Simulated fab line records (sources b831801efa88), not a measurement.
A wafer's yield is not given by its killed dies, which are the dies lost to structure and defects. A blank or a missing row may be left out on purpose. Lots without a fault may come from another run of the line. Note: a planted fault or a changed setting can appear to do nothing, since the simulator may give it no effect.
Matching of chambers :: flow gf180mcu :: pecvd-04 running GF_CONTACT_CVD_02: 3 sister chambers
The step deposits SiO2 from TEOS, target thk 860 nm, time 95.992 s. 6 wafers are shown with their chamber, then 7 later ones without.

## EACH WAFER AND ITS CHAMBER
wafer: L409.2
chamber: 2
heater-power-w (W): 701
susceptor-temp-C (C): 400.57

wafer: L409.6
chamber: 2
heater-power-w (W): 763
susceptor-temp-C (C): 400.02

wafer: L412.4
chamber: 1
heater-power-w (W): 696
susceptor-temp-C (C): 400.49

wafer: L412.5
chamber: 0
heater-power-w (W): 751
susceptor-temp-C (C): 399.83

wafer: L413.2
chamber: 1
heater-power-w (W): 668
susceptor-temp-C (C): 399.93

wafer: L413.3
chamber: 0
heater-power-w (W): 654
susceptor-temp-C (C): 400.17

## WAFERS MISSING THEIR CHAMBER
wafer: L413.4
heater-power-w (W): 735
susceptor-temp-C (C): 399.66

wafer: L416.1
heater-power-w (W): 754
susceptor-temp-C (C): 400.17

wafer: L416.4
heater-power-w (W): 533
susceptor-temp-C (C): 399.99

wafer: L416.6
heater-power-w (W): 647
susceptor-temp-C (C): 399.81

wafer: L414.2
heater-power-w (W): 643
susceptor-temp-C (C): 399.66

wafer: L414.3
heater-power-w (W): 798
susceptor-temp-C (C): 400.27

wafer: L414.5
heater-power-w (W): 822
susceptor-temp-C (C): 400.32

## WHICH CHAMBER EACH ONE RAN IN
wafer: L413.4
from the rows above: can't be placed: 0 or 2 or 1
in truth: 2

wafer: L416.1
from the rows above: can't be placed: 2 or 0 or 1
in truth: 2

wafer: L416.4
from the rows above: can't be placed: 1 or 0 or 2
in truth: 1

wafer: L416.6
from the rows above: can't be placed: 0 or 1 or 2
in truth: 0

wafer: L414.2
from the rows above: can't be placed: 0 or 1 or 2
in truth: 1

wafer: L414.3
from the rows above: can't be placed: 2 or 0 or 1
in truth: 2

wafer: L414.5
from the rows above: can't be placed: 2 or 0 or 1
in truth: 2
Correct placement for 0 of the 7. From these rows, 7 cannot be placed; in 7 the true chamber is one of the candidates. Number placed wrongly: 0.
How it was worked out, from the rows above alone: a wafer's distance from a chamber is the root of the sum, over the readings, of the square of ((its reading less the chamber's mean) divided by the reading's scatter). The wafer belongs to the nearest chamber; if the next one is less than 2 further off, it can't be placed. For every chamber, the mean is computed from those of its wafers that are shown. The scatter: take each reading less its chamber's mean, square it, sum over the shown wafers, divide by the number of wafers less the number of chambers, and take the root.
